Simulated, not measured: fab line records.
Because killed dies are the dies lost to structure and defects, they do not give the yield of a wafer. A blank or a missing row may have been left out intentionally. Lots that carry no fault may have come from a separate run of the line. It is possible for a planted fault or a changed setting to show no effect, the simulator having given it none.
A struck lot beside a sound one + flow sky130 + 22 out of 708 route steps
Sound: wafers L553.1, L553.4, L553.6. The struck wafers were L560.4, L560.5, L560.6. The cause is given at the end.
For every step that has rows: the tool of each side, followed by ch and its chambers, followed by its first start. Under that, the readings that differ: sound wafers + struck wafers + difference of the means + sigmas: that difference in standard deviations of wafers without a fault.
alike: readings whose means differ by less than 2 such deviations, and words and numbers that are the same on both sides. not compared: withheld readings, readings that some wafer has no value for, bounds like >300 that may hide the same value, and numbers for which the record gives no deviation and whose values overlap.
Wherever a step has rows on one side only, a row that says differs or no value, or a row with sigmas, the two part there. Non-overlapping numbers with no deviation appear without sigmas and do not part them. Lack of a reading on every wafer of one side parts them only where that side has two or more wafers.

first, 6 steps without rows for these wafers: SKY_LDD_HVN_HMDS_01 (prime time 60 s); SKY_LDD_HVN_COAT_02 (resist thk 300 nm); SKY_LDD_HVN_SOFTBAKE_03 (time 60 s); SKY_LDD_HVN_EXPOSE_04 (exposes mask HVNTM, target cd 700 nm); SKY_LDD_HVN_PEB_05; SKY_LDD_HVN_DEVELOP_06 (develop time 60 s).
SKY_LDD_HVN_OVL_MEAS_07:
  sound on overlay-02, day 23 00:05; struck on overlay-01, day 25 21:10
  alike: LDD_HVN_OVL
then, 1 step without rows for these wafers: SKY_LDD_HVN_IMPLANT_08.
SKY_LDD_HVN_STRIP_09: strips in O2/N2.
  sound on plasma asher-02 ch 0,1, day 23 00:17; struck on plasma asher-01 ch 0,1, day 25 21:22
  alike: drypump motor current A, o2 flow sccm, oes product au, strip time to endpoint s
  not compared: rf hours counter h
SKY_LDD_HVN_TW_MEAS_10:
  sound on film metro-03, day 23 00:23; struck on film metro-03, day 25 21:28
| reading    | sound          | struck         | difference | sigmas |
|------------|----------------|----------------|------------|--------|
| LDD_HVN_TW | 1415 1421 1410 | 1434 1437 1435 | +20        | +2     |
then, 2 steps without rows for these wafers: SKY_LDD_HVP_DEHYDRATE_00 (time 60 s); SKY_LDD_HVP_HMDS_01 (prime time 60 s).
SKY_LDD_HVP_COAT_02: resist thk 300 nm.
  sound on litho track-02 ch 0, day 23 15:09; struck on litho track-03 ch 0, day 26 12:16
| reading                                      | sound                | struck               | difference | sigmas |
|----------------------------------------------|----------------------|----------------------|------------|--------|
| spin speed rpm (rpm)                         | 3001.9 2997.6 3003.5 | 3091.2 3091.9 3090.9 | +90.3      | +45    |
| model.NOVOLAK_of_LDD_HVP_COAT_02.thk nm (nm) | 298.2 299.1 300.3    | 293.8 294 294.1      | -5.2       |        |
  alike: resist line temp C
then, 3 steps without rows for these wafers: SKY_LDD_HVP_SOFTBAKE_03 (time 60 s); SKY_LDD_HVP_EXPOSE_04 (exposes mask HVPTM, target cd 700 nm); SKY_LDD_HVP_PEB_05.
SKY_LDD_HVP_DEVELOP_06: develop time 60 s.
  sound on litho track-01 ch 0, day 24 06:26; struck on litho track-02 ch 0, day 27 02:56
| reading                                      | sound             | struck            | difference | sigmas |
|----------------------------------------------|-------------------|-------------------|------------|--------|
| model.NOVOLAK_of_LDD_HVP_COAT_02.thk nm (nm) | 297.8 298.7 299.9 | 293.4 293.5 293.7 | -5.3       |        |
  alike: resist line temp C
SKY_LDD_HVP_OVL_MEAS_07:
  sound on overlay-02, day 24 06:35; struck on overlay-01, day 27 03:01
  alike: LDD_HVP_OVL
then, 1 step without rows for these wafers: SKY_LDD_HVP_IMPLANT_08.
SKY_LDD_HVP_STRIP_09: strips in O2/N2.
  sound on plasma asher-04 ch 0, day 24 06:47; struck on plasma asher-03 ch 0,1, day 27 03:13
| reading                      | sound             | struck            | difference | sigmas |
|------------------------------|-------------------|-------------------|------------|--------|
| strip time to endpoint s (s) | 4.104 4.127 4.138 | 4.043 4.051 4.059 | -0.072     | -4     |
  alike: drypump motor current A, o2 flow sccm, oes product au
  not compared: rf hours counter h
SKY_LDD_HVP_TW_MEAS_10:
  sound on film metro-03, day 24 06:53; struck on film metro-03, day 27 03:19
  alike: LDD_HVP_TW
-- here the record skips 22 days between the struck wafers' starts before and after, leaving off in module LDD_HVP and picking up in module PAD_OPEN (first step shown: number 708 of the route) --
SKY_PAD_OPEN_PROBE_99:
  rows exist in the record for the struck wafers here (prober-01, day 49 10:16), but not for the sound ones

## WHERE THEY PART
Earliest at SKY_LDD_HVN_TW_MEAS_10; latest, in this record, at SKY_PAD_OPEN_PROBE_99.

WHY: the cause the simulator had injected
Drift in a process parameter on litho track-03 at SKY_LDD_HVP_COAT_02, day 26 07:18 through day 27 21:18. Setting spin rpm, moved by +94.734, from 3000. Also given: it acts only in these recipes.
